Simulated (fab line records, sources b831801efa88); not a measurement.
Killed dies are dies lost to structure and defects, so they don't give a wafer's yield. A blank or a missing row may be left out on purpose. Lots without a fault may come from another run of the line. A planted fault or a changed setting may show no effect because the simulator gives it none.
Problem report in the 8D (eight disciplines) form, filled by code | flow sky130 | the parts of the form that need people (team, actions taken, sign-off) are left out

1. THE PROBLEM
SD_P_TW at SKY_SD_P_TW_MEAS_11 reads a mean of 2718 on 9 wafers of 3 lots; wafers without a fault read 2812 with a standard deviation of 15. That is -6.2 standard deviations from the usual mean.
First seen on wafer L280.4, day 28 11:22, on film_metro-02. The record holds 33 wafers of 11 lots with a number at this step. Rule for "out", or "out of limits": more than 4 standard deviations from the usual mean. The other wafers with a number count as sound.

2. WHAT IT IS AND WHAT IT IS NOT
question                    | is                           | is not
which readings at this step | SD_P_TW                      | -
which lots                  | L280, L281, L282             | L273, L276, L279, L288, L290, L291, L292, L294
which wafers of those lots  | all that have a number       | -
read on which gauges        | film_metro-02, film_metro-04 | film_metro-01
when                        | from day 28 11:22            | up to then (9 sound wafers); but 15 sound wafers of L288, L290, L291, L292, L294 came after

3. SUSPECTS, AND WHAT RULES EACH OUT
Counting: a tool at a process step up to the reading stays a suspect if it ran every lot that is out and no sound lot after the first of them.
- the gauge at SKY_SD_P_TW_MEAS_11: ruled out. The wafers that are out were read on 2 gauges (film_metro-02, film_metro-04).
- implanter-01 at SKY_SD_P_IMPLANT_09: ruled out as a lasting fault. Sound lots L288, L292, L294 ran on it after its first lot that is out, L280 (day 28 11:10).
Left after counting: nothing in the record.

4. THE CAUSE (what the simulator had put in)
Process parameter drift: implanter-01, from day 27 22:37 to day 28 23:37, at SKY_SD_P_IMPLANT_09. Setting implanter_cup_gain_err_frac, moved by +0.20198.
Counting ruled it out, wrongly: the rule takes a fault to strike every lot that its tool runs from its start on, and this one did not.

5. THE CHAIN OF EFFECTS, in route order
Each row: a reading whose mean over the struck wafers that have a number lies more than 3 standard deviations from the usual. Only readings for which the record gives a usual standard deviation are gone through. hours: the time from each lot's start at the first step in this table that gives one to its start at this step, as a median over the lots. sigmas: the change in usual standard deviations.
hours | step                | reading                  | usual        | on struck wafers | change | sigmas
0     | SKY_SD_P_IMPLANT_09 | beam_on_s                | 13.5 s       | 10.9             | -2.6   | -8.5
0     | SKY_SD_P_IMPLANT_09 | faraday_current_uA       | 12172        | 14896            | +2724  | +10
0     | SKY_SD_P_STRIP_10   | strip_time_to_endpoint_s | 17.50 s      | 17.15            | -0.35  | -10
0     | SKY_SD_P_TW_MEAS_11 | SD_P_TW                  | 2812         | 2718             | -94    | -6.2
57    | SKY_SD_N_RS_MEAS_17 | SD_P_RS                  | 146.9 ohm/sq | 150.0            | +3.1   | +7.3
The process steps in it:
- SKY_SD_P_IMPLANT_09
- SKY_SD_P_STRIP_10: strips in O2/N2.
Later measuring or inspecting steps at which every struck wafer that the step has a row for has a number for every such reading, and none has moved that far: SKY_METAL2_RS_MEAS_05.

6. WHAT WOULD HAVE CAUGHT IT SOONER
In this record the first reading out of limits at a measuring or inspecting step was taken at day 28 11:22, 13 hours after the fault began at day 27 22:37.
The tool's own readings at SKY_SD_P_IMPLANT_09 were out on every struck wafer that the step has a row for (beam_on_s, faraday_current_uA): an alarm limit on them would have fired on the first of those.
